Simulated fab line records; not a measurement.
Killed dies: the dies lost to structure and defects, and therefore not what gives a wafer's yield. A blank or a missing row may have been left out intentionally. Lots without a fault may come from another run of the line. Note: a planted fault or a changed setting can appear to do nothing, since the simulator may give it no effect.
A lot that was struck, set against a sound lot + flow sky130 + 33 steps out of a route of 708
Sound: wafers L947.2, L947.4, L947.5. Struck: wafer L938.3 (left out: L938.4, L938.6 of the same lot, which were not struck); the cause appears at the end.
Each step with rows lists, per side, the tool, then ch with its chambers, then its first start. Under that, the readings that differ: sound wafers + struck wafers + difference of the means + sigmas: that difference in standard deviations of wafers without a fault.
alike: same words and numbers on both sides, and readings whose means sit less than 2 such deviations apart. not compared: any withheld reading, any reading some wafer has no value for, any bound like >300 that may hide the same value, and any number with overlapping values for which the record gives no deviation.
Wherever a step has rows on one side only, a row that says differs or no value, or a row with sigmas, the two part there. Non-overlapping numbers with no deviation appear without sigmas and do not part them. Lack of a reading on every wafer of one side parts them only where that side has two or more wafers.

first, 8 steps without rows for these wafers: SKY_VIA1_ETCH_14 (etches BARC in N2/H2, stops on SiO2, time 45.9 s, target depth 60 nm); SKY_VIA1_ETCH_15 (etches SiO2 in C4F8/O2/Ar, stops on TiN, target depth 351 nm, time 54 s); SKY_VIA1_STRIP_16 (strips in O2/N2); SKY_VIA1_STRIP_17 (strips in post etch residue remover, time 1200 s); SKY_VIA1_CLEAN_18 (cleans in IPA, time 180 s); SKY_VIA1_CLEAN_19 (cleans in O3/DIW); SKY_VIA1_SPUTTER_20 (material TiN, target thk 20 nm, time 80 s); SKY_VIA1_CVD_21 (deposits W, target thk 270 nm, time 80.902 s).
SKY_VIA1_CMP_24: polishes, stops on SiO2, t overpolish 15 s, target thk 0 nm.
  sound on cmp-01 ch 2,3, day 40 09:13; struck on cmp-01 ch 1, day 37 14:56
  alike: motor_current_A, overpolish_run_s, time_to_endpoint_s
then, 23 steps without rows for these wafers: SKY_METAL2_SPUTTER_00 (material Ti, target thk 15 nm, time 10 s); SKY_METAL2_SPUTTER_01 (material TiN, target thk 20 nm, time 16.7 s); SKY_METAL2_SPUTTER_02 (material AlCu, target thk 250 nm, time 13.3 s); SKY_METAL2_SPUTTER_03 (material Ti, target thk 5 nm, time 3.3 s); SKY_METAL2_SPUTTER_04 (material TiN, target thk 70 nm, time 58.3 s); SKY_METAL2_DEHYDRATE_07 (time 60 s); SKY_METAL2_HMDS_08 (prime time 60 s); SKY_METAL2_COAT_09 (resist thk 60 nm); SKY_METAL2_COAT_10 (resist thk 450 nm); SKY_METAL2_SOFTBAKE_11 (time 90 s); SKY_METAL2_EXPOSE_12 (exposes mask MM2, target cd 140 nm); SKY_METAL2_PEB_13; SKY_METAL2_DEVELOP_14 (develop time 60 s); SKY_METAL2_DESCUM_17 (chemistry O2, time 8 s); SKY_METAL2_ETCH_18 (etches BARC in N2/H2, stops on SiO2, time 45.9 s, target depth 60 nm); SKY_METAL2_METAL_ETCH_19 (etches the open film in Cl2/BCl3, stops on SiO2, target depth 360 nm, time 78 s); SKY_METAL2_STRIP_20 (strips in O2/N2); SKY_METAL2_STRIP_21 (strips in post etch residue remover, time 1200 s); SKY_METAL2_CLEAN_22 (cleans in IPA, time 180 s); SKY_METAL2_CLEAN_23 (cleans in O3/DIW); SKY_VIA2_HDPCVD_00 (deposits SiO2, target thk 1180 nm, time 196.7 s); SKY_VIA2_CMP_02 (polishes SiO2); SKY_VIA2_DEHYDRATE_04 (time 60 s).
-- the record jumps here: 11 days lie between the struck wafers' starts before and after (it left off in module VIA2 and takes up again in module PAD_OPEN, whose first step shown is number 708 of the route) --
SKY_PAD_OPEN_PROBE_99:
  struck on prober-01, day 48 12:35; sound on prober-02, day 50 12:21
| reading                               | sound               | struck | difference | sigmas |
|---------------------------------------|---------------------|--------|------------|--------|
| defect_limited_yield (%)              | 84.1 82.7 81.1      | 48.4   | -34.2      | -16    |
| killed_at_M0_to_M3                    | 40 53 51            | 226    | +178       | +25    |
| killed_dies                           | 78 85 93            | 254    | +169       | +17    |
| killed_on_rim                         | 15 20 17            | 45     | +28        | +7     |
| killed_open                           | 48 47 54            | 24     | -26        | -4     |
| sort_bin_3_pad_short (%)              | 0.4 0.4 1.0         | 3.9    | +3.3       | +8     |
| sort_bin_5_function (%)               | 10.0 11.0 10.6      | 32.3   | +21.8      | +14    |
| sort_bin_6_memory (%)                 | 5.5 5.9 7.3         | 15.4   | +9.2       | +9     |
| sort_n_pass                           | 414 407 399         | 238    | -169       | -17    |
| sort_yield_pct (%)                    | 84.1 82.7 81.1      | 48.4   | -34.2      | -16    |
| model.etest.tester.sort_n_pass        | 414 407 399         | 238    | -169       |        |
| model.etest.tester.sort_yield_pct (%) | 84.15 82.72 81.1    | 48.37  | -34.29     |        |
| model.etest.tester.sort_bin_5_pct (%) | 9.959 10.98 10.57   | 32.32  | +21.82     |        |
| model.etest.tester.sort_bin_6_pct (%) | 5.488 5.894 7.317   | 15.45  | +9.22      |        |
| model.etest.tester.sort_bin_3_pct (%) | 0.4065 0.4065 1.016 | 3.862  | +3.252     |        |
  alike: killed_at_M4_up, killed_at_contacts, killed_at_front_end, killed_at_other, killed_short

## WHERE THEY PART
Only at SKY_PAD_OPEN_PROBE_99, as far as this record shows.

WHY: what had been put in by the simulator
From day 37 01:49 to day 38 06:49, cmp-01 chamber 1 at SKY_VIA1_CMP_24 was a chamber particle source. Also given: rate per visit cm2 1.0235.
